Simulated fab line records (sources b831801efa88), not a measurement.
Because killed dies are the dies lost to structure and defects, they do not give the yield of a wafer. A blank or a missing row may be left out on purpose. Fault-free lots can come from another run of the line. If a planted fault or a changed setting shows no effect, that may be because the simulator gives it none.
Comparing a struck lot with a sound one + flow gf180mcu + 14 out of 602 route steps
Sound: these wafers, L682.1, L682.2, L682.3. Wafers L693.3, L693.4, L693.6 were the ones struck. The cause is given at the end.
At each step with rows: each side's tool, then ch and its chambers, then its first start. Under that, the readings that differ: sound wafers + struck wafers + difference of the means + sigmas: that difference in standard deviations of wafers without a fault.
alike: readings with means less than 2 such deviations apart, plus words and numbers identical on both sides. not compared: withheld readings, readings lacking a value on some wafer, bounds such as >300 that could conceal the same value, and numbers that have no deviation in the record and whose values overlap.
Wherever a step has rows on one side only, a row that says differs or no value, or a row with sigmas, the two part there. When numbers do not overlap yet have no deviation, they are printed without sigmas and do not part them. A reading missing from all wafers of one side parts the sides only when that side holds two or more wafers.

first, 5 steps without rows for these wafers: GF_V2_COAT_09 (resist thk 1000 nm); GF_V2_SOFTBAKE_10 (time 60 s); GF_V2_EXPOSE_11 (exposes mask Via2, target cd 260 nm); GF_V2_PEB_12 (peb time 90 s); GF_V2_DEVELOP_13 (develop time 60 s).
GF_V2_CD_MEAS_14: the cd target is 260 nm.
  struck on cdSem-02, day 25 12:12; sound on cdSem-01, day 21 06:34
  alike: cdNm
GF_V2_OVL_MEAS_15:
  struck on overlay-02, day 25 12:17; sound on overlay-01, day 21 06:41
  alike: V2_OVL
GF_V2_ETCH_16: etches BARC in N2/H2.
  sound on rieDiel-04 ch 0,1,2, day 21 06:43; struck on rieDiel-01 ch 2,3, day 25 12:19
  alike: drypumpMotorCurrentA, oesProductAu, throttleValvePct
GF_V2_ETCH_17: etches SiO2 in C4F8/O2/Ar, stops on TiN, target depth 630 nm.
  sound on rieDiel-04 ch 0,1,2; struck on rieDiel-01 ch 2,3
  alike: oesProductAu
GF_V2_STRIP_18: strips in O2/N2.
  sound on plasmaAsher-01 ch 0,1, day 21 06:51; struck on plasmaAsher-01 ch 0,1, day 25 12:29
  alike: drypumpMotorCurrentA, heaterPowerW, o2FlowSccm, oesProductAu, platenTempC
  not compared: rfHoursCounterH
then, 2 steps without rows for these wafers: GF_V2_STRIP_19 (strips in post etch residue remover, time 1200 s); GF_V2_CLEAN_20 (cleans in DIW).
GF_V2_SPUTTER_21: material Ti, target thk 15 nm, time 80.02 s.
  struck on pvdSputter-01, day 25 12:59; sound on pvdSputter-01, day 21 07:23
  no value came back on the struck wafers for cathodeDcPowerW (W), chamberPressurePa (Pa), throttleValvePct (%); on the sound wafers cathodeDcPowerW (W) reads 2500.5 2500.8 2500.5
GF_V2_SPUTTER_22: material TiN, target thk 10 nm, time 40 s.
  struck on pvdSputter-01, day 25 13:03; sound on pvdSputter-01, day 21 07:26
  alike: cathodeDcPowerW, chamberPressurePa, throttleValvePct

== WHERE THEY PART ==
GF_V2_SPUTTER_21 only, going by this record. Later steps at which nothing parts them and some readings are alike: GF_V2_SPUTTER_22.

WHY: what had been put in by the simulator
Skipped step whole: pvdSputter-01, from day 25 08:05 on, at GF_V2_SPUTTER_21. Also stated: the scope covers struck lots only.
